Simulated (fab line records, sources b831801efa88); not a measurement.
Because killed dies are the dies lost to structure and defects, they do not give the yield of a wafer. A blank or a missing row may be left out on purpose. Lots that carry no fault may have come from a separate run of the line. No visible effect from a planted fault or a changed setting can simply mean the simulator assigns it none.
Split-lot trial    flow sfq line    on a route of 325 steps: 5 lots, 23 wafers read

ON THE SPLIT
At SFQ_TRILAYER_R5_DEP_SPUTTER_134 (material Ti, target thk 5 nm, time 5 s), the setting power w was moved away from the recipe's 2000 W on 7 of the 23 wafers read, by -4.1% to +7.1%. For the rest of the wafers, this setting stayed at what the recipe calls for.

The reading is taken at the split's own step.

THE READING
Ti_of_TRILAYER_R5_DEP_SPUTTER_134.thk nm (the simulator's own value, which no gauge read), in nm, at SFQ_TRILAYER_R5_DEP_SPUTTER_134 (material Ti, target thk 5 nm, time 5 s). There is no usual value for it anywhere in the file. Here, 16 wafers ran the recipe; their average is 4.997 nm with a standard deviation of 0.089 nm.

wafer   tool, chamber at the split  power w as run, W  against the recipe  Ti_of_TRILAYER_R5_DEP_SPUTTER_134.thk nm, nm  against lot-mates on the recipe
L074.1  pvd sputter-04, -           2000               recipe              5.07                                          -
L074.5  pvd sputter-04, -           2000               recipe              5.148                                         -
L074.6  pvd sputter-04, -           2000               recipe              5.181                                         -
L076.1  pvd sputter-03, -           1918               -4.1%               4.772                                         -0.161
L076.2  pvd sputter-03, -           1918               -4.1%               4.779                                         -0.154
L076.4  pvd sputter-03, -           2000               recipe              4.985                                         -
L076.5  pvd sputter-03, -           1918               -4.1%               4.851                                         -0.082
L076.6  pvd sputter-03, -           2000               recipe              4.881                                         -
L077.2  pvd sputter-03, -           2000               recipe              4.906                                         -
L077.3  pvd sputter-03, -           2142               +7.1%               5.327                                         +0.311
L077.4  pvd sputter-03, -           2142               +7.1%               5.476                                         +0.460
L077.5  pvd sputter-03, -           2000               recipe              5.082                                         -
L077.6  pvd sputter-03, -           2000               recipe              5.06                                          -
L081.1  pvd sputter-03, -           2000               recipe              4.869                                         -
L081.2  pvd sputter-03, -           2000               recipe              4.926                                         -
L081.3  pvd sputter-03, -           2128               +6.4%               5.369                                         +0.461
L081.4  pvd sputter-03, -           2000               recipe              4.93                                          -
L081.5  pvd sputter-03, -           2128               +6.4%               5.23                                          +0.322
L083.1  pvd sputter-03, -           2000               recipe              5.033                                         -
L083.2  pvd sputter-03, -           2000               recipe              4.974                                         -
L083.4  pvd sputter-03, -           2000               recipe              4.983                                         -
L083.5  pvd sputter-03, -           2000               recipe              4.981                                         -
L083.6  pvd sputter-03, -           2000               recipe              4.939                                         -

FIT RESULTS
A straight line over all 23 wafers: Ti_of_TRILAYER_R5_DEP_SPUTTER_134.thk nm changes by +0.0514 nm for each +1% of power w; r = +0.89; the points scatter about the line by 0.086 nm.
The same after taking each lot's own level away (the mean of its wafers on the recipe; 23 wafers): +0.0508 nm for each +1%; r = +0.94; scatter 0.062 nm.
The reading moves by 0.36 nm for the largest change in power w, on that fit.
The lots' own levels span 4.9083 to 5.1330 nm, that is 2.5 times the standard deviation above.
Consequently the slope shifts little with the lot-to-lot level, the two slopes agreeing.
Check: +0.399 nm against its lot-mates is what the line predicts for one of the wafers moved furthest among these (+7.1%) when that wafer is left out of the fit. Against them it came out at +0.311 nm.

THE FILE'S OWN FIT
Ti_of_TRILAYER_R5_DEP_SPUTTER_134.thk nm changes by +0.0535 nm for each +1% of power w, r = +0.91.
